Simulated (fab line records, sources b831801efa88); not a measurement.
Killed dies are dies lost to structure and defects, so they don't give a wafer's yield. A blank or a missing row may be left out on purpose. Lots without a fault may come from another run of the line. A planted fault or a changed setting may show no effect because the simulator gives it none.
Chamber matching | flow gf180mcu | GF_V1_CMP_04 on cmp-01: 4 sister chambers
The step polishes SiO2. 4 wafers are shown with their chamber, then 8 later ones without.

WAFERS WITH THEIR CHAMBER
wafer  | chamber | motor_current_A (A)
L674.3 | 1       | 10.0
L676.5 | 0       | 12.0
L676.6 | 3       | 10.2
L678.1 | 2       | 11.9

WAFERS WITHOUT THEIR CHAMBER
wafer  | motor_current_A (A)
L678.3 | 9.8
L678.6 | 12.0
L679.1 | 9.6
L679.2 | 11.7
L679.5 | 9.5
L680.1 | 12.7
L680.2 | 11.2
L680.6 | 10.7

WHICH CHAMBER EACH WENT THROUGH
wafer  | from the rows above               | in truth
L678.3 | can't be placed: 1 or 3           | 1
L678.6 | can't be placed: 0 or 2           | 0
L679.1 | can't be placed: 1 or 3           | 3
L679.2 | can't be placed: 2 or 0           | 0
L679.5 | can't be placed: 1 or 3           | 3
L680.1 | can't be placed: 0 or 2           | 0
L680.2 | can't be placed: 2 or 0 or 3 or 1 | 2
L680.6 | can't be placed: 3 or 1 or 2 or 0 | 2
Placed correctly: 0 of 8. Can't be placed from these rows: 8 (the true chamber is among the candidates in 8). Placed wrongly: 0.
How it was worked out, from the rows above alone: a wafer's distance from a chamber is the root of the sum, over the readings, of the square of ((its reading less the chamber's mean) divided by the reading's scatter). The wafer belongs to the nearest chamber; if the next one is less than 2 further off, it can't be placed. A chamber's mean is the mean of its shown wafers. The scatter: with one shown wafer a chamber, the root of the mean of the squares of how far each hidden wafer lies from its nearest shown one.
